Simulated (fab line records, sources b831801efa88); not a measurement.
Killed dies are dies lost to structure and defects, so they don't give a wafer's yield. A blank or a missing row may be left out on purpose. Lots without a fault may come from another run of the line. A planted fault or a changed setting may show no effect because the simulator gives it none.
A struck lot beside a sound one | flow sfq_line | 42 steps out of a route of 325
Sound: wafers L973.2, L973.3, L973.4. Struck: wafer L979.6. (L979.1, L979.5 of the same lot were not struck and are left out.) The cause comes at the end.
At each step with rows: each side's tool, then ch and its chambers, then its first start. Under that, the readings that differ: sound wafers | struck wafers | difference of the means | sigmas: that difference in standard deviations of wafers without a fault.
alike: readings whose means differ by less than 2 such deviations, and words and numbers that are the same on both sides. not compared: withheld readings, readings that some wafer has no value for, bounds like >300 that may hide the same value, and numbers for which the record gives no deviation and whose values overlap.
The two part at a step that has a row with sigmas, a row that says differs or no value, or rows on one side only. Numbers that don't overlap but have no deviation are shown without sigmas and don't part them. A reading that every wafer of one side lacks parts them only if that side has two wafers or more.

first, 6 steps without rows for these wafers: SFQ_TRILAYER_M6_LITHO_COAT_164 (resist thk 62 nm); SFQ_TRILAYER_M6_LITHO_COAT_159 (resist thk 600 nm); SFQ_TRILAYER_M6_LITHO_SOFTBAKE_163; SFQ_TRILAYER_M6_LITHO_EXPOSE_160 (exposes mask M6, target cd 500 nm); SFQ_TRILAYER_M6_LITHO_PEB_162 (peb time 60 s); SFQ_TRILAYER_M6_LITHO_DEVELOP_161 (time 60 s).
SFQ_M6_OVL_MEAS_940:
  sound on overlay-01, day 71 23:34; struck on overlay-01, day 73 13:58
  alike: M6_OVL
SFQ_TRILAYER_M6_BARC_OPEN_METAL_ETCH_206: etches BARC in O2, target depth 125 nm, time 41.7 s.
  sound on rie_metal-02 ch 0,1, day 71 23:36; struck on rie_metal-02 ch 1, day 73 13:59
  alike: drypump_motor_current_A, oes_product_au
  not compared: rf_hours_counter_h
then, 1 step without rows for these wafers: SFQ_TRILAYER_M6_ETCH_METAL_ETCH_162 (etches Nb in Cl2/Ar, stops on SiO2, target depth 240 nm, time 120 s).
SFQ_TRILAYER_M6_STRIP_STRIP_163: strips in O2.
  sound on rie_metal-02 ch 0,1, day 71 23:47; struck on rie_metal-02 ch 1, day 73 14:11
  alike: drypump_motor_current_A, oes_product_au
  not compared: rf_hours_counter_h
then, 1 step without rows for these wafers: SFQ_TRILAYER_M6_STRIP_SOLV_CLEAN_164 (cleans in NMP, time 600 s).
SFQ_TRILAYER_I6_DEP_PECVD_165: deposits SiO2 from SiH4/N2O, time 111.11 s, target thk 500 nm.
  sound on pecvd-02 ch 1,2, day 72 00:34; struck on pecvd-04 ch 2, day 73 14:57
  alike: heater_power_outer_w, heater_power_w, susceptor_temp_C, throttle_valve_pct
SFQ_TRILAYER_I6_CMP_CMP_166: polishes SiO2.
  sound on cmp-02 ch 1,2,3, day 72 05:09; struck on cmp-01 ch 2, day 73 17:02
  reading                                             | sound             | struck | difference | sigmas
  time_to_endpoint_s (s)                              | 224 211 213       | 166    | -50        | -6
  model.SiO2_of_TRILAYER_I6_DEP_PECVD_165.thk_nm (nm) | 201.5 202.7 200.4 | 247.5  | +46.0      |
  alike: motor_current_A
SFQ_I6_BOW_MEAS_941:
  sound on film_metro-02, day 72 08:10; struck on film_metro-03, day 73 18:02
  alike: I6_BOW
SFQ_TRILAYER_I6_METRO_MEASURE_167:
  sound on film_metro-02, day 72 08:28; struck on film_metro-03, day 73 18:09
  reading     | sound             | struck | difference | sigmas
  thk_nm (nm) | 201.5 202.8 200.4 | 247.7  | +46.1      | +33
then, 6 steps without rows for these wafers: SFQ_TRILAYER_I6_VIA_LITHO_COAT_174 (resist thk 62 nm); SFQ_TRILAYER_I6_VIA_LITHO_COAT_169 (resist thk 650 nm); SFQ_TRILAYER_I6_VIA_LITHO_SOFTBAKE_173; SFQ_TRILAYER_I6_VIA_LITHO_EXPOSE_170 (exposes mask I6, target cd 700 nm); SFQ_TRILAYER_I6_VIA_LITHO_PEB_172 (peb time 60 s); SFQ_TRILAYER_I6_VIA_LITHO_DEVELOP_171 (time 60 s).
-- the record jumps here: 2 days lie between the struck wafers' starts before and after --
SFQ_I6_OVL_MEAS_942:
  sound on overlay-01, day 72 18:53; struck on overlay-01, day 75 19:32
  alike: I6_OVL
then, 1 step without rows for these wafers: SFQ_TRILAYER_I6_VIA_BARC_OPEN_VIA_ETCH_235 (etches BARC in O2, target depth 125 nm, time 41.7 s).
SFQ_TRILAYER_I6_VIA_ETCH_VIA_ETCH_172: etches SiO2 in CHF3, stops on Nb, target depth 260 nm.
  sound on rie_diel-02 ch 2,3, day 72 18:57; struck on rie_diel-04 ch 2, day 75 19:37
  reading                        | sound             | struck | difference | sigmas
  oes_product_au (a.u.)          | 0.855 0.868 0.854 | 0.969  | +0.110     | +20
  model.I6.feature_depth_nm (nm) | 201.5 202.7 200.4 | 247.5  | +46.0      |
  model.etch.depth_nm (nm)       | 201.5 202.7 200.4 | 247.5  | +46.0      |
  alike: drypump_motor_current_A
then, 2 steps without rows for these wafers: SFQ_TRILAYER_I6_VIA_STRIP_STRIP_173 (strips in O2); SFQ_TRILAYER_I6_VIA_STRIP_SOLV_CLEAN_174 (cleans in NMP, time 600 s).
SFQ_TRILAYER_M7_DEP_PRE_CLEAN_176: time 22.5 s.
  sound on pvd_sputter-05, day 72 19:50; struck on pvd_sputter-03, day 75 20:31
  reading                                             | sound           | struck | difference | sigmas
  model.SiO2_of_TRILAYER_I6_DEP_PECVD_165.thk_nm (nm) | 194 195.2 192.9 | 240    | +46        |
then, 1 step without rows for these wafers: SFQ_TRILAYER_M7_DEP_SPUTTER_175 (material Nb, target thk 200 nm, time 133.3 s).
SFQ_M7_RS_MEAS_943: measures by four-point-probe.
  sound on film_metro-04, day 72 19:59; struck on film_metro-04, day 75 20:38
  alike: M7_NB_RS
then, 4 steps without rows for these wafers: SFQ_TRILAYER_M7_LITHO_COAT_182 (resist thk 62 nm); SFQ_TRILAYER_M7_LITHO_COAT_177 (resist thk 600 nm); SFQ_TRILAYER_M7_LITHO_SOFTBAKE_181; SFQ_TRILAYER_M7_LITHO_EXPOSE_178 (exposes mask M7, target cd 500 nm).
SFQ_TRILAYER_M7_LITHO_PEB_180: peb time 62.28 s.
  sound on litho_track-04 ch 0, day 72 23:24; struck on litho_track-04 ch 0, day 76 00:02
  alike: heater_power_total_W, plate_sensor_t_centre_C, plate_sensor_t_edge_C, resist_line_temp_C
then, 1 step without rows for these wafers: SFQ_TRILAYER_M7_LITHO_DEVELOP_179 (time 60 s).
SFQ_M7_OVL_MEAS_945:
  sound on overlay-01, day 72 23:41; struck on overlay-01, day 76 00:20
  alike: M7_OVL
then, 4 steps without rows for these wafers: SFQ_TRILAYER_M7_BARC_OPEN_METAL_ETCH_229 (etches BARC in O2, target depth 125 nm, time 41.7 s); SFQ_TRILAYER_M7_ETCH_METAL_ETCH_180 (etches Nb in Cl2/Ar, stops on SiO2, target depth 240 nm, time 120 s); SFQ_TRILAYER_M7_STRIP_STRIP_181 (strips in O2); SFQ_TRILAYER_M7_STRIP_SOLV_CLEAN_182 (cleans in NMP, time 600 s).
SFQ_TRILAYER_I7_DEP_PECVD_183: deposits SiO2 from SiH4/N2O, time 111.11 s, target thk 500 nm.
  sound on pecvd-04 ch 1,2, day 73 00:40; struck on pecvd-03 ch 2, day 76 01:21
  alike: heater_power_outer_w, heater_power_w, susceptor_temp_C, throttle_valve_pct
-- the record jumps here: 5 days lie between the struck wafers' starts before and after --
SFQ_M8_BOW_MEAS_951:
  sound on film_metro-04, day 77 20:49; struck on film_metro-01, day 80 21:56
  reading                 | sound             | struck | difference | sigmas
  model.etest.i6.link_ohm | 1.885 1.881 1.872 | 1.909  | +0.030     |
  alike: M8_BOW

WHERE THEY PART
First at SFQ_TRILAYER_I6_CMP_CMP_166; last, within this record, at SFQ_TRILAYER_I6_VIA_ETCH_VIA_ETCH_172. Later steps at which nothing parts them and some readings are alike: SFQ_M7_RS_MEAS_943, SFQ_TRILAYER_M7_LITHO_PEB_180, SFQ_M7_OVL_MEAS_945, SFQ_TRILAYER_I7_DEP_PECVD_183, SFQ_M8_BOW_MEAS_951.

WHY: what the simulator had put in
Process parameter drift: cmp-01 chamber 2, from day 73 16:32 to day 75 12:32, at SFQ_TRILAYER_I6_CMP_CMP_166. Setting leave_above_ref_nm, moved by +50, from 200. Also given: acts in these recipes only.
